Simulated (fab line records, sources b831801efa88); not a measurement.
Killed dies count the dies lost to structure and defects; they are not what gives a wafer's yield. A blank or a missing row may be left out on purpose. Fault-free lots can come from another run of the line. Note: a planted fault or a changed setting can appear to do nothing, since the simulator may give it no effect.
Split-lot trial	flow sfq line	5 lots, 23 wafers read, on a route of 325 steps

SPLIT DETAILS
At SFQ_TRILAYER_L0_LITHO_COAT_005 (resist thk 600 nm), the setting resist thk nm was moved away from the recipe's 600 nm on 4 of the 23 wafers read, by +4.4% to +5.8%. This setting was run at the recipe's value on the other wafers.

FROM THE SPLIT TO THE READING: what the file shows between them, 5 steps
- SFQ_TRILAYER_L0_LITHO_SOFTBAKE_009
- SFQ_TRILAYER_L0_LITHO_EXPOSE_006: exposes mask L0, target cd 2000 nm
- SFQ_TRILAYER_L0_LITHO_PEB_008: peb time 59.02 s
- SFQ_TRILAYER_L0_LITHO_DEVELOP_007: time 60 s
- SFQ_TRILAYER_L0_BARC_OPEN_METAL_ETCH_010: etches BARC in O2, target depth 125 nm, time 41.7 s

THE READING
KrF_of_TRILAYER_L0_LITHO_COAT_005.thk nm (the simulator's own value, which no gauge read), in nm, at SFQ_TRILAYER_L0_ETCH_METAL_ETCH_008 (etches MoNx KI in SF6/O2, stops on SiO2, target depth 50 nm, time 25 s). No usual value for it is given in the file. The 19 wafers here that ran the recipe average 481.7 nm, standard deviation 1.4 nm.

wafer	tool, chamber at the split	resist thk nm as run, nm	against the recipe	KrF_of_TRILAYER_L0_LITHO_COAT_005.thk nm, nm	against lot-mates on the recipe
L076.1	litho track-03, 0	626.3	+4.4%	507.3	+23.6
L076.2	litho track-03, 0	600	recipe	484.2	-
L076.3	litho track-03, 0	600	recipe	483.6	-
L076.5	litho track-03, 0	626.3	+4.4%	507.1	+23.4
L076.6	litho track-03, 0	600	recipe	483.3	-
L081.2	litho track-02, 0	600	recipe	482.3	-
L081.3	litho track-02, 0	600	recipe	481.2	-
L081.6	litho track-02, 0	600	recipe	479.1	-
L082.1	litho track-02, 0	600	recipe	479.6	-
L082.2	litho track-02, 0	600	recipe	482.5	-
L082.3	litho track-02, 0	600	recipe	480.5	-
L082.6	litho track-02, 0	600	recipe	480.5	-
L082.5	litho track-02, 0	600	recipe	481.5	-
L083.1	litho track-04, 0	600	recipe	481.1	-
L083.2	litho track-04, 0	600	recipe	482.6	-
L083.3	litho track-04, 0	634.9	+5.8%	515.4	+33.4
L083.5	litho track-04, 0	600	recipe	482.2	-
L083.6	litho track-04, 0	634.9	+5.8%	515.5	+33.5
L084.1	litho track-03, 0	600	recipe	482.2	-
L084.2	litho track-03, 0	600	recipe	481.5	-
L084.3	litho track-03, 0	600	recipe	480.8	-
L084.4	litho track-03, 0	600	recipe	483.5	-
L084.6	litho track-03, 0	600	recipe	480	-

THE FIT
A straight line over all 23 wafers: KrF_of_TRILAYER_L0_LITHO_COAT_005.thk nm changes by +5.81 nm for each +1% of resist thk nm; r = +0.99; the points scatter about the line by 1.3 nm.
The same after taking each lot's own level away (the mean of its wafers on the recipe; 23 wafers): +5.62 nm for each +1%; r = +1.00; scatter 1 nm.
That fit puts the effect of the largest move of resist thk nm on the reading at 33 nm.
From 480.87 to 483.70 nm: that is the span of the lots' own levels, equal to 2.0 times the standard deviation above.
So the lot-to-lot level changes the slope little: the two slopes agree.
Check: for one of the wafers moved furthest among these (+5.8%), held out of the fit, the line's prediction against its lot-mates is +32.3 nm. Against them it came out at +33.4 nm.

THE WHOLE CHAIN: every reading that the file lists as answering this split, in the file's order
step	what it does	reading	change (the file's fit)	r (the file's)
SFQ_TRILAYER_L0_LITHO_COAT_005	resist thk 600 nm	KrF_of_TRILAYER_L0_LITHO_COAT_005.thk nm (the simulator's own value, which no gauge read)	+5.89 nm for each +1% of the setting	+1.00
SFQ_TRILAYER_L0_BARC_OPEN_METAL_ETCH_010	etches BARC in O2, target depth 125 nm, time 41.7 s	KrF_of_TRILAYER_L0_LITHO_COAT_005.thk nm (the simulator's own value, which no gauge read)	+5.75 nm for each +1% of the setting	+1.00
SFQ_TRILAYER_L0_ETCH_METAL_ETCH_008	etches MoNx KI in SF6/O2, stops on SiO2, target depth 50 nm, time 25 s	KrF_of_TRILAYER_L0_LITHO_COAT_005.thk nm (the simulator's own value, which no gauge read)	+5.61 nm for each +1% of the setting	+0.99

FILE'S OWN FIT
KrF_of_TRILAYER_L0_LITHO_COAT_005.thk nm changes by +5.61 nm for each +1% of resist thk nm, r = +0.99.
